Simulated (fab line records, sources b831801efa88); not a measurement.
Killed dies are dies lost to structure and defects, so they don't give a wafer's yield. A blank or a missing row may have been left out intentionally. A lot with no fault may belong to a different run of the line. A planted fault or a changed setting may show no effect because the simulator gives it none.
Which tool is to blame? -- flow sky130 -- 12 lots with 36 wafers sampled at 5 steps, on a route of 708 steps

== WHAT THE GAUGES READ, wafer by wafer ==
SKY_VIA2_RS_MEAS_22: the measuring method here is four-point-probe. Usual: VIA2_W_RS typically reads 0.275 ohm/sq, with standard deviation 0.0031.
lot,measured,on,VIA2_W_RS (ohm/sq),flag
L947,day 36 09:11,filmMetro-03,0.275 0.274 0.273,
L948,day 38 04:17,filmMetro-03,0.279 0.278 0.280,
L952,day 38 12:53,filmMetro-04,0.274 0.274 0.271,
L951,day 38 14:32,filmMetro-03,0.277 0.274 0.276,
L954,day 38 20:43,filmMetro-04,0.274 0.275 0.278,
L953,day 38 23:44,filmMetro-03,0.271 0.272 0.275,
L956,day 39 05:07,filmMetro-04,0.274 0.276 0.271,
L955,day 39 09:32,filmMetro-01,0.276 0.275 0.276,
L958,day 39 16:47,filmMetro-03,0.282 0.278 0.283,
L962,day 41 01:20,filmMetro-03,0.272 0.277 0.274,
L964,day 41 16:40,filmMetro-01,0.273 0.276 0.275,
L969,day 42 21:29,filmMetro-03,0.275 0.277 0.275,

SKY_CAPM_THK_MEAS_01. Usual: CAPM_CVD_00_THK typically reads 15.59 nm, with standard deviation 0.23.
lot,measured,on,CAPM_CVD_00_THK (nm),flag
L947,day 36 09:51,filmMetro-01,15.87 15.98 15.93,
L948,day 38 04:57,filmMetro-02,15.94 15.62 15.68,
L952,day 38 13:32,filmMetro-02,15.43 15.76 15.68,
L951,day 38 15:10,filmMetro-01,15.68 16.03 15.73,
L954,day 38 21:23,filmMetro-04,15.46 15.56 15.57,
L953,day 39 00:22,filmMetro-02,15.37 15.83 15.54,
L956,day 39 05:47,filmMetro-04,15.11 15.64 15.53,
L955,day 39 10:11,filmMetro-01,15.50 15.30 15.49,
L958,day 39 17:26,filmMetro-02,15.44 15.20 15.40,
L962,day 41 01:59,filmMetro-02,19.92 20.45 15.59,OFF
L964,day 41 17:19,filmMetro-01,20.12 20.54 20.15,OFF
L969,day 42 22:10,filmMetro-01,15.39 15.39 15.52,

SKY_CAPM_RS_MEAS_03: the measuring method here is four-point-probe. Usual: CAPM_TIN_RS typically reads 6.92 ohm/sq, with standard deviation 0.096.
lot,measured,on,CAPM_TIN_RS (ohm/sq),flag
L947,day 36 10:01,filmMetro-04,6.83 6.86 6.87,
L948,day 38 05:07,filmMetro-04,7.05 7.10 6.97,
L952,day 38 13:43,filmMetro-02,6.88 6.78 6.92,
L951,day 38 15:22,filmMetro-04,7.03 7.16 7.05,
L954,day 38 21:34,filmMetro-02,6.84 6.80 6.84,
L953,day 39 00:34,filmMetro-01,6.89 7.02 6.91,
L956,day 39 05:57,filmMetro-02,6.87 6.71 6.82,
L955,day 39 10:22,filmMetro-04,6.96 6.94 7.10,
L958,day 39 17:36,filmMetro-01,6.91 6.98 6.88,
L962,day 41 02:10,filmMetro-02,6.75 6.95 6.83,
L964,day 41 17:29,filmMetro-02,6.86 6.82 6.88,
L969,day 42 22:20,filmMetro-01,6.95 6.95 6.96,

SKY_CAPM_OVL_MEAS_12. Usual: CAPM_OVL typically reads -0.6 nm, with standard deviation 1.2.
lot,measured,on,CAPM_OVL (nm),flag
L947,day 37 12:53,overlay-02,1.5 1.1 1.5,
L948,day 39 05:39,overlay-01,0.2 -1.2 -0.2,
L952,day 39 13:48,overlay-01,-4.2 -2.1 -2.9,
L951,day 39 15:16,overlay-01,-0.1 -0.1 -1.9,
L954,day 39 21:23,overlay-01,1.8 0.4 -0.7,
L953,day 40 00:25,overlay-02,-0.8 -0.6 -1.5,
L956,day 40 06:09,overlay-01,-2.1 -0.4 -1.5,
L955,day 40 09:48,overlay-02,0.7 0.3 0.0,
L958,day 40 17:36,overlay-01,-0.5 -0.2 -1.3,
L962,day 42 01:42,overlay-02,-0.5 -1.3 -0.5,
L964,day 42 16:39,overlay-01,0.0 -0.4 -1.7,
L969,day 43 20:56,overlay-01,0.5 1.4 0.5,

== TOOL THAT RAN EACH LOT (tool first, then ch and the chambers of the sampled wafers, then the start) ==
lot,SKY_CAPM_CVD_00
L947,"pecvd-02 ch 0,2, day 36 09:50"
L948,"pecvd-02 ch 1,2, day 38 04:56"
L952,"pecvd-03 ch 0,1,2, day 38 13:31"
L951,"pecvd-02 ch 0,1,2, day 38 15:08"
L954,"pecvd-01 ch 1,2, day 38 21:21"
L953,"pecvd-03 ch 1,2, day 39 00:19"
L956,"pecvd-01 ch 1,2, day 39 05:46"
L955,"pecvd-03 ch 0,1,2, day 39 10:10"
L958,"pecvd-01 ch 0,1,2, day 39 17:25"
L962,"pecvd-01 ch 0,1,2, day 41 01:56"
L964,"pecvd-01 ch 0,1, day 41 17:16"
L969,"pecvd-02 ch 0,1, day 42 22:08"
- SKY_CAPM_CVD_00: deposits SiO2, target thk 15.5 nm.

== WHAT THE TOOLS THEMSELVES READ (means of the sampled wafers that have a number; where no wafer has one, the mark that the record gives instead) ==
SKY_CAPM_CVD_00. Usual: heaterPowerW 738 W, standard deviation 81.
lot,tool,heaterPowerW (W),flag
L947,pecvd-02,705,
L948,pecvd-02,745,
L952,pecvd-03,745,
L951,pecvd-02,695,
L954,pecvd-01,729,
L953,pecvd-03,684,
L956,pecvd-01,777,
L955,pecvd-03,751,
L958,pecvd-01,693,
L962,pecvd-01,735,
L964,pecvd-01,738,
L969,pecvd-02,706,

== THE ANSWER, worked out from the rows above alone ==
Rule: a lot is off if the mean of its wafers that have a number lies more than 3 standard deviations from the usual mean. A lot without any number at a reading at which 4 lots or more have one is off too. The other lots that the step has rows for count as sound. Order of review: gauges by route order, followed by the tools' own readings, for which a lot's mean as printed above is used. At the first step where some lot is off, the reading lying furthest off is the one used; lots without a number count as furthest.
Off: at SKY_CAPM_THK_MEAS_01 (CAPM_CVD_00_THK), L962, L964.
If a tool, at a process step before that reading, ran all the lots that are off and no sound lot after the first of them, it fits. Gauges at SKY_CAPM_THK_MEAS_01: tried the same way as those tools. One fits: SKY_CAPM_CVD_00 on pecvd-01. Its last sound lot is L958 (day 39 17:25), its first lot that is off L962 (day 41 01:56): a fault that began between those two fits.

== WHAT WAS PUT IN BY THE SIMULATOR ==
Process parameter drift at SKY_CAPM_CVD_00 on pecvd-01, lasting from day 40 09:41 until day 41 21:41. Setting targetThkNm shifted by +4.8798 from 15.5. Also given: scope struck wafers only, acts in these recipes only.
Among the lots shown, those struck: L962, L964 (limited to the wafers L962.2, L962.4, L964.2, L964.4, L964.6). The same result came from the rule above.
